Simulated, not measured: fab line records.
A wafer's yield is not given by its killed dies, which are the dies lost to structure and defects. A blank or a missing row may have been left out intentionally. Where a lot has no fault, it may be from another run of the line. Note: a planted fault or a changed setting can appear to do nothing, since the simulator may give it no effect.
Which tool did it? || flow gf180mcu || 42 wafers from 14 lots sampled at 4 of the route's 602 steps

== WHAT THE GAUGES SHOWED, per wafer ==
GF_HV_LDD_THK_MEAS_55. Usual: HV_LDD_CVD_54_THK typically reads 10.04 nm, with standard deviation 0.14.
{"lot": "L805", "measured": "day 12 12:09", "on": "filmMetro-01", "HV_LDD_CVD_54_THK (nm)": "10.32 10.31 10.25", "flag": ""}
{"lot": "L807", "measured": "day 13 06:38", "on": "filmMetro-02", "HV_LDD_CVD_54_THK (nm)": "10.04 10.04 10.08", "flag": ""}
{"lot": "L808", "measured": "day 13 10:23", "on": "filmMetro-02", "HV_LDD_CVD_54_THK (nm)": "9.91 9.92 9.80", "flag": ""}
{"lot": "L809", "measured": "day 13 22:11", "on": "filmMetro-03", "HV_LDD_CVD_54_THK (nm)": "10.10 10.02 10.04", "flag": ""}
{"lot": "L811", "measured": "day 14 16:15", "on": "filmMetro-02", "HV_LDD_CVD_54_THK (nm)": "10.25 10.12 10.13", "flag": ""}
{"lot": "L817", "measured": "day 17 01:44", "on": "filmMetro-03", "HV_LDD_CVD_54_THK (nm)": "10.10 10.17 10.05", "flag": ""}
{"lot": "L820", "measured": "day 17 21:34", "on": "filmMetro-03", "HV_LDD_CVD_54_THK (nm)": "10.13 10.11 10.06", "flag": ""}
{"lot": "L819", "measured": "day 17 22:35", "on": "filmMetro-01", "HV_LDD_CVD_54_THK (nm)": "9.99 10.20 10.06", "flag": ""}
{"lot": "L821", "measured": "day 18 02:40", "on": "filmMetro-02", "HV_LDD_CVD_54_THK (nm)": "9.94 10.00 9.79", "flag": ""}
{"lot": "L823", "measured": "day 18 20:17", "on": "filmMetro-01", "HV_LDD_CVD_54_THK (nm)": "10.09 10.13 10.06", "flag": ""}
{"lot": "L824", "measured": "day 19 04:25", "on": "filmMetro-01", "HV_LDD_CVD_54_THK (nm)": "10.22 10.03 10.02", "flag": ""}
{"lot": "L825", "measured": "day 19 12:50", "on": "filmMetro-02", "HV_LDD_CVD_54_THK (nm)": "10.11 10.25 10.15", "flag": ""}
{"lot": "L826", "measured": "day 19 20:30", "on": "filmMetro-03", "HV_LDD_CVD_54_THK (nm)": "10.11 10.11 9.90", "flag": ""}
{"lot": "L828", "measured": "day 20 13:32", "on": "filmMetro-03", "HV_LDD_CVD_54_THK (nm)": "10.10 10.19 10.28", "flag": ""}

GF_HV_LDD_THK_MEAS_57. Usual: HV_LDD_CVD_56_THK typically reads 90.2 nm, with standard deviation 0.93.
{"lot": "L805", "measured": "day 12 13:38", "on": "filmMetro-03", "HV_LDD_CVD_56_THK (nm)": "91.9 92.2 91.2", "flag": ""}
{"lot": "L807", "measured": "day 13 08:08", "on": "filmMetro-01", "HV_LDD_CVD_56_THK (nm)": "88.3 88.7 88.8", "flag": ""}
{"lot": "L808", "measured": "day 13 11:52", "on": "filmMetro-03", "HV_LDD_CVD_56_THK (nm)": "90.9 90.4 90.5", "flag": ""}
{"lot": "L809", "measured": "day 13 23:40", "on": "filmMetro-02", "HV_LDD_CVD_56_THK (nm)": "90.1 90.0 90.3", "flag": ""}
{"lot": "L811", "measured": "day 14 17:44", "on": "filmMetro-03", "HV_LDD_CVD_56_THK (nm)": "92.5 91.2 91.8", "flag": ""}
{"lot": "L817", "measured": "day 17 03:13", "on": "filmMetro-01", "HV_LDD_CVD_56_THK (nm)": "90.3 90.3 89.6", "flag": ""}
{"lot": "L820", "measured": "day 17 23:26", "on": "filmMetro-01", "HV_LDD_CVD_56_THK (nm)": "91.3 90.5 90.7", "flag": ""}
{"lot": "L819", "measured": "day 18 00:51", "on": "filmMetro-01", "HV_LDD_CVD_56_THK (nm)": "89.1 88.7 87.8", "flag": ""}
{"lot": "L821", "measured": "day 18 04:09", "on": "filmMetro-01", "HV_LDD_CVD_56_THK (nm)": "90.7 91.6 90.8", "flag": ""}
{"lot": "L823", "measured": "day 18 21:46", "on": "filmMetro-01", "HV_LDD_CVD_56_THK (nm)": "91.2 90.5 90.4", "flag": ""}
{"lot": "L824", "measured": "day 19 05:54", "on": "filmMetro-01", "HV_LDD_CVD_56_THK (nm)": "90.8 90.4 90.4", "flag": ""}
{"lot": "L825", "measured": "day 19 14:20", "on": "filmMetro-02", "HV_LDD_CVD_56_THK (nm)": "90.8 90.6 90.3", "flag": ""}
{"lot": "L826", "measured": "day 19 21:59", "on": "filmMetro-02", "HV_LDD_CVD_56_THK (nm)": "90.5 90.0 90.1", "flag": ""}
{"lot": "L828", "measured": "day 20 15:01", "on": "filmMetro-03", "HV_LDD_CVD_56_THK (nm)": "90.6 90.5 91.3", "flag": ""}

GF_PSD_CD_MEAS_07 targets a cd of 400 nm. Usual: 400.1 nm for cdNm, sd 2.4.
{"lot": "L805", "measured": "day 14 06:08", "on": "cdSem-01", "cdNm (nm)": "397.0 398.7 397.8", "flag": ""}
{"lot": "L807", "measured": "day 15 02:05", "on": "cdSem-02", "cdNm (nm)": "402.0 398.5 398.0", "flag": ""}
{"lot": "L808", "measured": "day 15 07:04", "on": "cdSem-02", "cdNm (nm)": "410.2 407.9 409.3", "flag": "OFF"}
{"lot": "L809", "measured": "day 15 19:03", "on": "cdSem-01", "cdNm (nm)": "401.8 403.7 402.7", "flag": ""}
{"lot": "L811", "measured": "day 16 13:30", "on": "cdSem-02", "cdNm (nm)": "410.1 409.1 409.3", "flag": "OFF"}
{"lot": "L817", "measured": "day 19 03:53", "on": "cdSem-01", "cdNm (nm)": "399.6 399.3 399.1", "flag": ""}
{"lot": "L820", "measured": "day 20 00:16", "on": "cdSem-02", "cdNm (nm)": "401.6 400.1 399.7", "flag": ""}
{"lot": "L819", "measured": "day 20 01:26", "on": "cdSem-02", "cdNm (nm)": "401.6 400.1 398.8", "flag": ""}
{"lot": "L821", "measured": "day 20 05:39", "on": "cdSem-01", "cdNm (nm)": "403.4 403.0 402.2", "flag": ""}
{"lot": "L823", "measured": "day 20 22:59", "on": "cdSem-01", "cdNm (nm)": "398.6 398.0 399.7", "flag": ""}
{"lot": "L824", "measured": "day 21 06:23", "on": "cdSem-02", "cdNm (nm)": "396.7 394.6 396.7", "flag": ""}
{"lot": "L825", "measured": "day 21 14:57", "on": "cdSem-01", "cdNm (nm)": "399.8 401.0 400.7", "flag": ""}
{"lot": "L826", "measured": "day 21 21:47", "on": "cdSem-02", "cdNm (nm)": "397.7 399.7 398.5", "flag": ""}
{"lot": "L828", "measured": "day 22 14:34", "on": "cdSem-01", "cdNm (nm)": "399.3 400.4 400.2", "flag": ""}

== TOOL THAT RAN EACH LOT (tool first, then ch and the chambers of the sampled wafers, then the start) ==
{"lot": "L805", "GF_PSD_DEVELOP_06": "lithoTrack-01 ch 0, day 14 05:59"}
{"lot": "L807", "GF_PSD_DEVELOP_06": "lithoTrack-01 ch 0, day 15 01:56"}
{"lot": "L808", "GF_PSD_DEVELOP_06": "lithoTrack-01 ch 0, day 15 06:55"}
{"lot": "L809", "GF_PSD_DEVELOP_06": "lithoTrack-03 ch 0, day 15 18:55"}
{"lot": "L811", "GF_PSD_DEVELOP_06": "lithoTrack-01 ch 0, day 16 13:22"}
{"lot": "L817", "GF_PSD_DEVELOP_06": "lithoTrack-03 ch 0, day 19 03:44"}
{"lot": "L820", "GF_PSD_DEVELOP_06": "lithoTrack-02 ch 0, day 20 00:08"}
{"lot": "L819", "GF_PSD_DEVELOP_06": "lithoTrack-01 ch 0, day 20 01:17"}
{"lot": "L821", "GF_PSD_DEVELOP_06": "lithoTrack-03 ch 0, day 20 05:31"}
{"lot": "L823", "GF_PSD_DEVELOP_06": "lithoTrack-01 ch 0, day 20 22:50"}
{"lot": "L824", "GF_PSD_DEVELOP_06": "lithoTrack-03 ch 0, day 21 06:14"}
{"lot": "L825", "GF_PSD_DEVELOP_06": "lithoTrack-03 ch 0, day 21 14:49"}
{"lot": "L826", "GF_PSD_DEVELOP_06": "lithoTrack-01 ch 0, day 21 21:38"}
{"lot": "L828", "GF_PSD_DEVELOP_06": "lithoTrack-01 ch 0, day 22 14:25"}
- GF_PSD_DEVELOP_06: develop time 60 s.

== WHAT THE TOOLS THEMSELVES READ (means of the sampled wafers that have a number; where no wafer has one, the mark that the record gives instead) ==
The record holds no such reading with a usual standard deviation.

== THE ANSWER, worked out from the rows above alone ==
Rule: a lot is off if the mean of its wafers that have a number lies more than 3 standard deviations from the usual mean. A lot without any number at a reading at which 4 lots or more have one is off too. The other lots that the step has rows for count as sound. Order of review: gauges by route order, followed by the tools' own readings, for which a lot's mean as printed above is used. The first step at which some lot is off is used, and at that step the reading that is off furthest; a lot without a number counts as furthest.
Off at GF_PSD_CD_MEAS_07 (cdNm): L808, L811.
If a tool, at a process step before that reading, ran all the lots that are off and no sound lot after the first of them, it fits. Those tools and the gauges at GF_PSD_CD_MEAS_07 are tried in the same way. Not one of the candidates tried fits.

== WHAT THE SIMULATOR PUT IN ==
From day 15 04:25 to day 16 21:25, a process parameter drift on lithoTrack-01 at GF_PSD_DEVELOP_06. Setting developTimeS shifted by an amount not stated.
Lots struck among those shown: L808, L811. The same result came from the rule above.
